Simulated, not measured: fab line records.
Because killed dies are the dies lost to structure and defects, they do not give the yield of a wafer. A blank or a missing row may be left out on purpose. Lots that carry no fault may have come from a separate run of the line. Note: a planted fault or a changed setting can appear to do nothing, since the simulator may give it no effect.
A lot that was struck, set against a sound lot -- flow sky130 -- 35 out of 708 route steps
Sound: these wafers, L618.1, L618.4, L618.6. Wafers struck: L625.1, L625.4, L625.6. The cause comes at the end.
Order at every step that has rows: each side's tool, ch and its chambers, its first start. Under that, the readings that differ: sound wafers -- struck wafers -- difference of the means -- sigmas: that difference in standard deviations of wafers without a fault.
alike: same words and numbers on both sides, and readings whose means sit less than 2 such deviations apart. not compared: any withheld reading, any reading some wafer has no value for, any bound like >300 that may hide the same value, and any number with overlapping values for which the record gives no deviation.
The two part at a step that has a row with sigmas, a row that says differs or no value, or rows on one side only. Numbers that don't overlap but have no deviation are shown without sigmas and don't part them. A reading missing from all wafers of one side parts the sides only when that side holds two or more wafers.

first, 10 steps without rows for these wafers: SKY_GATE_OXIDE_COAT_05 (resist thk 1140 nm); SKY_GATE_OXIDE_SOFTBAKE_06 (time 60 s); SKY_GATE_OXIDE_EXPOSE_07 (exposes mask LVOM, target cd 600 nm); SKY_GATE_OXIDE_PEB_08; SKY_GATE_OXIDE_DEVELOP_09 (develop time 60 s); SKY_GATE_OXIDE_IMPLANT_11; SKY_GATE_OXIDE_WET_ETCH_12 (etches SiO2 in dHF, target depth 16.8 nm, time 336 s); SKY_GATE_OXIDE_STRIP_13 (strips in O2/N2); SKY_GATE_OXIDE_CLEAN_15 (cleans in SC1/SC2, time 150 s); SKY_GATE_OXIDE_OXIDATION_16 (stabilise 600 s, purge 300 s, target thk 3.57 nm).
SKY_POLY_GATE_CVD_00: deposits poly-Si, target thk 180 nm, time 720 s.
  sound on lpcvd-01 ch 0, day 15 14:07; struck on lpcvd-01 ch 0, day 18 01:55
reading,sound,struck,difference,sigmas
spike tc centre C (C),617.8 621.4 622.2,627.4 627.3 627.3,+6.9,+7
spike tc top C (C),635.2 633.4 634.5,644.3 643.5 643.3,+9.3,+6
spike tc upper C (C),618.4 617.8 618.3,566.8 566.8 567.6,-51.1,-34
zone power centre pct (%),9.9 9.9 9.9,14.7 14.5 14.6,+4.7,+11
zone power lower pct (%),8.69 8.73 8.54,8.24 8.19 8.12,-0.47,-3
zone power upper pct (%),8.3 8.3 8.1,0.0 0.0 0.0,-8.2,-11
model.poly-Si_of_POLY_GATE_CVD_00.thk nm (nm),181.9 182.9 183.3,180.4 180.9 175.8,-3.7,
SKY_POLY_GATE_THK_MEAS_01:
  sound on film metro-04, day 15 15:19; struck on film metro-01, day 18 03:07
reading,sound,struck,difference,sigmas
POLY_GATE_CVD_00_THK (nm),181.9 182.8 183.2,180.4 181.0 176.0,-3.5,-2
  not compared: hold
then, 8 steps without rows for these wafers: SKY_RES_PROTECT_HMDS_01 (prime time 60 s); SKY_RES_PROTECT_COAT_02 (resist thk 1140 nm); SKY_RES_PROTECT_SOFTBAKE_03 (time 60 s); SKY_RES_PROTECT_EXPOSE_04 (exposes mask RPM, target cd 1270 nm); SKY_RES_PROTECT_PEB_05; SKY_RES_PROTECT_DEVELOP_06 (develop time 60 s); SKY_POLY_GATE_IMPLANT_02; SKY_RES_PROTECT_STRIP_07 (strips in O2/N2).
SKY_RES_PROTECT_CLEAN_09: cleans in SC1/SC2, time 150 s.
  sound on wet bench-02 ch 2, day 16 19:39; struck on wet bench-03 ch 1, day 19 09:55
reading,sound,struck,difference,sigmas
model.poly-Si_of_POLY_GATE_CVD_00.thk nm (nm),181.3 182.3 182.7,179.8 180.2 175.2,-3.7,
  alike: bath guard temp C, bath heat duty pct
then, 11 steps without rows for these wafers: SKY_POLY_GATE_CVD_03 (deposits Si3N4 from DCS/NH3, target thk 75 nm, time 1290 s); SKY_POLY_GATE_DEHYDRATE_05 (time 60 s); SKY_POLY_GATE_HMDS_06 (prime time 60 s); SKY_POLY_GATE_COAT_07 (resist thk 110 nm); SKY_POLY_GATE_COAT_08 (resist thk 450 nm); SKY_POLY_GATE_SOFTBAKE_09 (time 90 s); SKY_POLY_GATE_EXPOSE_10 (exposes mask P1M, target cd 150 nm); SKY_POLY_GATE_PEB_11; SKY_POLY_GATE_DEVELOP_12 (develop time 60 s); SKY_POLY_GATE_ETCH_15 (etches BARC in N2/H2, stops on SiO2, time 118.5 s, target depth 110 nm); SKY_POLY_GATE_ETCH_16 (etches Si3N4 in CH3F/O2, stops on poly-Si, time 147.5 s, target depth 75 nm).
SKY_POLY_GATE_ETCH_17: etches poly-Si in HBr/Cl2, stops on SiO2, target depth 180 nm, time 70.5 s.
  sound on rie si-02 ch 1,2,3, day 18 02:16; struck on rie si-02 ch 0,1, day 20 19:09
  alike: drypump motor current A, oes product au, throttle valve pct
  not compared: rf hours counter h, model.etch.depth nm, model.POLY_GATE.feature depth nm
then, 1 step without rows for these wafers: SKY_POLY_GATE_STRIP_18 (strips in O2/N2).
-- record jumps: 28 days separate the struck wafers' starts on either side; left off in module POLY_GATE, taken up again in module PAD_OPEN, whose first shown step is the route's number 708 --
SKY_PAD_OPEN_PROBE_99:
  sound on prober-02, day 46 22:25; struck on prober-01, day 48 11:42
reading,sound,struck,difference,sigmas
model.etest.res high po.line ohm um,739.8 735.7 733.8,742.1 762.3 765.3,+20.1,
model.etest.pfet_01v8.r on ohm um,2790 2785 2841,2936 2892 2932,+115,
model.etest.tip sonos.rs ohm sq,2661 2675 2660,2641 2599 2626,-43,
model.etest.tip p.rs ohm sq,6802 6840 6799,6954 6870 6844,+76,
model.etest.res high po.rs ohm sq,256.6 255.5 255.2,260 265.6 272.6,+10,
model.etest.res poly.rs ohm sq,47.31 47.39 47.39,48.44 48.51 49.58,+1.48,
model.etest.nfet_01v8.r on ohm um,822.5 822.4 833.9,850.7 836.4 854.5,+20.9,
  alike: killed_at_M0_to_M3, killed_at_M4_up, killed at contacts, killed at front end, killed at other, killed dies, killed open, killed short
  not compared: model.etest.res poly.line ohm um

WHERE THEY PART
Last at SKY_POLY_GATE_THK_MEAS_01 as far as this record goes, first at SKY_POLY_GATE_CVD_00. Later steps at which nothing parts them and some readings are alike: SKY_RES_PROTECT_CLEAN_09, SKY_POLY_GATE_ETCH_17, SKY_PAD_OPEN_PROBE_99.

WHY: what the simulator had put in
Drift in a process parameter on lpcvd-01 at SKY_POLY_GATE_CVD_00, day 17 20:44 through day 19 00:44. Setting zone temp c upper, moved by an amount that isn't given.
